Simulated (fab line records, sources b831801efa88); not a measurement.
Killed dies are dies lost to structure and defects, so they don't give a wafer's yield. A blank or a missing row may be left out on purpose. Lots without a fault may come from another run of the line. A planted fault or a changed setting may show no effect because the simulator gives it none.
Split-lot experiment | flow sky130 | 5 lots, 17 wafers read, on a route of 708 steps

THE SPLIT
At SKY_FIELD_ISO_COAT_07 (resist thk 60 nm), the setting spin_rpm was moved away from the recipe's 3000 rpm on 8 of the 17 wafers read, by -5.7% to +7.1%. The other wafers ran this setting at the recipe's value.

FROM THE SPLIT TO THE READING: what the file shows between them, 3 steps
- SKY_FIELD_ISO_COAT_08: resist thk 446.8 nm
- SKY_FIELD_ISO_SOFTBAKE_09: time 90 s
- SKY_FIELD_ISO_DEVELOP_12: develop time 60 s

THE READING
etch.depth_nm (the simulator's own value, which no gauge read), in nm, at SKY_FIELD_ISO_ETCH_14 (etches BARC in N2/H2, stops on SiO2, time 45.9 s, target depth 60 nm). The file gives no usual value for it. The 9 wafers here that ran the recipe average 59.95 nm, standard deviation 0.045 nm.

wafer  | tool, chamber at the split | spin_rpm as run, rpm | against the recipe | etch.depth_nm, nm | against lot-mates on the recipe
L075.1 | litho_track-03, 0          | 3000                 | recipe             | 59.93             | -
L075.2 | litho_track-03, 0          | 3000                 | recipe             | 59.91             | -
L075.5 | litho_track-03, 0          | 3000                 | recipe             | 59.99             | -
L076.1 | litho_track-02, 0          | 2829                 | -5.7%              | 61.72             | +1.82
L076.4 | litho_track-02, 0          | 2829                 | -5.7%              | 61.8              | +1.90
L076.5 | litho_track-02, 0          | 3000                 | recipe             | 59.9              | -
L077.1 | litho_track-01, 0          | 2840                 | -5.3%              | 61.77             | +1.81
L077.2 | litho_track-01, 0          | 3000                 | recipe             | 59.89             | -
L077.3 | litho_track-01, 0          | 3000                 | recipe             | 59.99             | -
L077.5 | litho_track-01, 0          | 3000                 | recipe             | 60.01             | -
L077.6 | litho_track-01, 0          | 2840                 | -5.3%              | 61.7              | +1.74
L082.1 | litho_track-01, 0          | 3000                 | recipe             | 59.94             | -
L082.4 | litho_track-01, 0          | 3097                 | +3.2%              | 58.91             | -1.03
L082.5 | litho_track-01, 0          | 3097                 | +3.2%              | 58.82             | -1.12
L083.1 | litho_track-02, 0          | 3212                 | +7.1%              | 57.91             | -2.10
L083.3 | litho_track-02, 0          | 3212                 | +7.1%              | 58.02             | -1.99
L083.6 | litho_track-02, 0          | 3000                 | recipe             | 60.01             | -

THE FIT
A straight line over all 17 wafers: etch.depth_nm changes by -0.308 nm for each +1% of spin_rpm; r = -1.00; the points scatter about the line by 0.099 nm.
The same after taking each lot's own level away (the mean of its wafers on the recipe; 17 wafers): -0.313 nm for each +1%; r = -1.00; scatter 0.084 nm.
On that fit, the largest move of spin_rpm shifts the reading by 2.2 nm.
The lots' own levels span 59.900 to 60.010 nm, that is 2.4 times the standard deviation above.
So the lot-to-lot level changes the slope little: the two slopes agree.
Check: with one of the wafers moved furthest among these (+7.1%) left out of the fit, the line predicts -2.21 nm for it against its lot-mates. It came out at -2.1 nm against them.

THE FILE'S OWN FIT
etch.depth_nm changes by -0.316 nm for each +1% of spin_rpm, r = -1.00.
